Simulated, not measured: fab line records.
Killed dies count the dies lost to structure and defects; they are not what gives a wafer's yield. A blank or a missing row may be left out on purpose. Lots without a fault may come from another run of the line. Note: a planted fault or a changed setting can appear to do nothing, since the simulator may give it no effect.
The tool behind it: which one? :: flow sfqLine :: 14 lots with 42 wafers sampled at 3 steps, on a route of 325 steps

WHAT THE GAUGES SHOWED, per wafer
SFQ_L0_RS_MEAS_901: the measuring method here is four-point-probe. Usual: L0_MONX_KI_RS gives 43.6 ohm/sq (standard deviation 0.45).
lot: L968
measured: day 1 12:34
on: filmMetro-04
L0_MONX_KI_RS (ohm/sq): 43.0 43.4 43.4
flag: 

lot: L969
measured: day 1 17:34
on: filmMetro-03
L0_MONX_KI_RS (ohm/sq): 43.8 44.1 44.1
flag: 

lot: L971
measured: day 2 03:35
on: filmMetro-02
L0_MONX_KI_RS (ohm/sq): 43.6 43.7 43.7
flag: 

lot: L972
measured: day 2 08:35
on: filmMetro-03
L0_MONX_KI_RS (ohm/sq): 42.9 43.3 43.4
flag: 

lot: L976
measured: day 3 04:34
on: filmMetro-03
L0_MONX_KI_RS (ohm/sq): 44.1 42.7 43.7
flag: 

lot: L980
measured: day 4 00:34
on: filmMetro-03
L0_MONX_KI_RS (ohm/sq): 42.8 42.7 43.2
flag: 

lot: L981
measured: day 4 05:34
on: filmMetro-04
L0_MONX_KI_RS (ohm/sq): 44.3 44.7 44.2
flag: 

lot: L982
measured: day 4 10:34
on: filmMetro-03
L0_MONX_KI_RS (ohm/sq): 43.9 43.7 44.0
flag: 

lot: L983
measured: day 4 15:35
on: filmMetro-02
L0_MONX_KI_RS (ohm/sq): 43.6 44.0 43.5
flag: 

lot: L985
measured: day 5 01:34
on: filmMetro-04
L0_MONX_KI_RS (ohm/sq): 44.3 44.2 44.1
flag: 

lot: L988
measured: day 5 16:36
on: filmMetro-04
L0_MONX_KI_RS (ohm/sq): - - -
flag: OFF

lot: L989
measured: day 5 21:35
on: filmMetro-03
L0_MONX_KI_RS (ohm/sq): - - -
flag: OFF

lot: L990
measured: day 6 02:34
on: filmMetro-02
L0_MONX_KI_RS (ohm/sq): 43.2 43.7 43.0
flag: 

lot: L991
measured: day 6 07:36
on: filmMetro-02
L0_MONX_KI_RS (ohm/sq): 43.4 43.7 44.3
flag: 

SFQ_L0_THK_MEAS_902: measures by xrf. Usual: L0_MONX_KI_THK gives 39.4 nm (standard deviation 0.48).
lot: L968
measured: day 1 12:41
on: filmMetro-04
L0_MONX_KI_THK (nm): 39.8 39.5 39.3
flag: 

lot: L969
measured: day 1 17:41
on: filmMetro-03
L0_MONX_KI_THK (nm): 39.2 38.9 38.9
flag: 

lot: L971
measured: day 2 03:41
on: filmMetro-02
L0_MONX_KI_THK (nm): 39.5 39.8 39.6
flag: 

lot: L972
measured: day 2 08:41
on: filmMetro-03
L0_MONX_KI_THK (nm): 39.9 39.4 39.7
flag: 

lot: L976
measured: day 3 04:41
on: filmMetro-03
L0_MONX_KI_THK (nm): 38.8 40.3 39.3
flag: 

lot: L980
measured: day 4 00:41
on: filmMetro-03
L0_MONX_KI_THK (nm): 39.9 40.1 39.7
flag: 

lot: L981
measured: day 4 05:41
on: filmMetro-04
L0_MONX_KI_THK (nm): 38.6 38.5 38.7
flag: 

lot: L982
measured: day 4 10:41
on: filmMetro-03
L0_MONX_KI_THK (nm): 39.1 39.2 39.0
flag: 

lot: L983
measured: day 4 15:41
on: filmMetro-02
L0_MONX_KI_THK (nm): 39.6 39.0 39.8
flag: 

lot: L985
measured: day 5 01:41
on: filmMetro-04
L0_MONX_KI_THK (nm): 38.4 38.9 38.7
flag: 

lot: L988
measured: day 5 16:42
on: filmMetro-04
L0_MONX_KI_THK (nm): <0.0 <0.0 <0.0
flag: OFF

lot: L989
measured: day 5 21:41
on: filmMetro-03
L0_MONX_KI_THK (nm): <0.0 <0.0 <0.0
flag: OFF

lot: L990
measured: day 6 02:41
on: filmMetro-02
L0_MONX_KI_THK (nm): 40.2 39.7 40.1
flag: 

lot: L991
measured: day 6 07:43
on: filmMetro-02
L0_MONX_KI_THK (nm): 39.6 39.6 38.6
flag: 

TOOL THAT RAN EACH LOT (tool first, then ch and the chambers of the sampled wafers, then the start)
lot: L968
SFQ_TRILAYER_L0_DEP_SPUTTER_003: pvdSputter-04, day 1 12:29

lot: L969
SFQ_TRILAYER_L0_DEP_SPUTTER_003: pvdSputter-06, day 1 17:29

lot: L971
SFQ_TRILAYER_L0_DEP_SPUTTER_003: pvdSputter-05, day 2 03:29

lot: L972
SFQ_TRILAYER_L0_DEP_SPUTTER_003: pvdSputter-05, day 2 08:29

lot: L976
SFQ_TRILAYER_L0_DEP_SPUTTER_003: pvdSputter-06, day 3 04:29

lot: L980
SFQ_TRILAYER_L0_DEP_SPUTTER_003: pvdSputter-04, day 4 00:29

lot: L981
SFQ_TRILAYER_L0_DEP_SPUTTER_003: pvdSputter-06, day 4 05:29

lot: L982
SFQ_TRILAYER_L0_DEP_SPUTTER_003: pvdSputter-06, day 4 10:29

lot: L983
SFQ_TRILAYER_L0_DEP_SPUTTER_003: pvdSputter-04, day 4 15:29

lot: L985
SFQ_TRILAYER_L0_DEP_SPUTTER_003: pvdSputter-06, day 5 01:29

lot: L988
SFQ_TRILAYER_L0_DEP_SPUTTER_003: pvdSputter-05, day 5 16:29

lot: L989
SFQ_TRILAYER_L0_DEP_SPUTTER_003: pvdSputter-06, day 5 21:29

lot: L990
SFQ_TRILAYER_L0_DEP_SPUTTER_003: pvdSputter-05, day 6 02:29

lot: L991
SFQ_TRILAYER_L0_DEP_SPUTTER_003: pvdSputter-05, day 6 07:29
- SFQ_TRILAYER_L0_DEP_SPUTTER_003: material MoNx KI, target thk 40 nm, time 100 s.

AS READ BY THE TOOLS THEMSELVES (means over the sampled wafers that have a number; for cases with no such wafer, the mark the record gives instead)
SFQ_TRILAYER_L0_DEP_SPUTTER_003. Usual: basePressurePa 1.34e-06 Pa, standard deviation 9e-08; cathodeDcPowerW 799.98 W, standard deviation 0.15; chamberPressurePa 0.4000 Pa, standard deviation 0.00083; throttleValvePct 30.0 %, standard deviation 1.2.
lot: L968
tool: pvdSputter-04
basePressurePa (Pa): 1.34e-06
cathodeDcPowerW (W): 800.03
chamberPressurePa (Pa): 0.4001
throttleValvePct (%): 29.6
flag: 

lot: L969
tool: pvdSputter-06
basePressurePa (Pa): 1.29e-06
cathodeDcPowerW (W): 799.93
chamberPressurePa (Pa): 0.4005
throttleValvePct (%): 30.7
flag: 

lot: L971
tool: pvdSputter-05
basePressurePa (Pa): 1.34e-06
cathodeDcPowerW (W): 799.97
chamberPressurePa (Pa): 0.4004
throttleValvePct (%): 29.6
flag: 

lot: L972
tool: pvdSputter-05
basePressurePa (Pa): 1.25e-06
cathodeDcPowerW (W): 800.09
chamberPressurePa (Pa): 0.3999
throttleValvePct (%): 30.5
flag: 

lot: L976
tool: pvdSputter-06
basePressurePa (Pa): 1.34e-06
cathodeDcPowerW (W): 800.00
chamberPressurePa (Pa): 0.3998
throttleValvePct (%): 30.7
flag: 

lot: L980
tool: pvdSputter-04
basePressurePa (Pa): 1.29e-06
cathodeDcPowerW (W): 799.98
chamberPressurePa (Pa): 0.4001
throttleValvePct (%): 28.8
flag: 

lot: L981
tool: pvdSputter-06
basePressurePa (Pa): 1.39e-06
cathodeDcPowerW (W): 799.89
chamberPressurePa (Pa): 0.3995
throttleValvePct (%): 30.7
flag: 

lot: L982
tool: pvdSputter-06
basePressurePa (Pa): 1.34e-06
cathodeDcPowerW (W): 799.98
chamberPressurePa (Pa): 0.4003
throttleValvePct (%): 31.8
flag: 

lot: L983
tool: pvdSputter-04
basePressurePa (Pa): 1.33e-06
cathodeDcPowerW (W): 799.95
chamberPressurePa (Pa): 0.4007
throttleValvePct (%): 29.3
flag: 

lot: L985
tool: pvdSputter-06
basePressurePa (Pa): 1.39e-06
cathodeDcPowerW (W): 799.94
chamberPressurePa (Pa): 0.3998
throttleValvePct (%): 31.5
flag: 

lot: L988
tool: pvdSputter-05
basePressurePa (Pa): -
cathodeDcPowerW (W): -
chamberPressurePa (Pa): -
throttleValvePct (%): -
flag: OFF

lot: L989
tool: pvdSputter-06
basePressurePa (Pa): -
cathodeDcPowerW (W): -
chamberPressurePa (Pa): -
throttleValvePct (%): -
flag: OFF

lot: L990
tool: pvdSputter-05
basePressurePa (Pa): 1.38e-06
cathodeDcPowerW (W): 799.94
chamberPressurePa (Pa): 0.3998
throttleValvePct (%): 30.5
flag: 

lot: L991
tool: pvdSputter-05
basePressurePa (Pa): 1.29e-06
cathodeDcPowerW (W): 799.99
chamberPressurePa (Pa): 0.3997
throttleValvePct (%): 30.6
flag: 

THE ANSWER, worked out from the rows above alone
Rule: take the mean of a lot's wafers that have a number; if it is more than 3 standard deviations from the usual mean, the lot is off. A lot without any number at a reading at which 4 lots or more have one is off too. Where the step has rows for the other lots, those lots are counted as sound. The gauges are gone through in route order, then the tools' own readings, and for those a lot's mean is taken as printed above. At the first step where some lot is off, the reading lying furthest off is the one used; lots without a number count as furthest.
Off: at SFQ_L0_RS_MEAS_901 (L0_MONX_KI_RS), L988, L989. Without a number there: L988, L989.
If a tool, at a process step before that reading, ran all the lots that are off and no sound lot after the first of them, it fits. Not tried: the gauges at SFQ_L0_RS_MEAS_901; whatever is off there is also off at SFQ_TRILAYER_L0_DEP_SPUTTER_003, on other tools, and gauge error can't account for it. None of those tried fits.

WHAT THE SIMULATOR PUT IN
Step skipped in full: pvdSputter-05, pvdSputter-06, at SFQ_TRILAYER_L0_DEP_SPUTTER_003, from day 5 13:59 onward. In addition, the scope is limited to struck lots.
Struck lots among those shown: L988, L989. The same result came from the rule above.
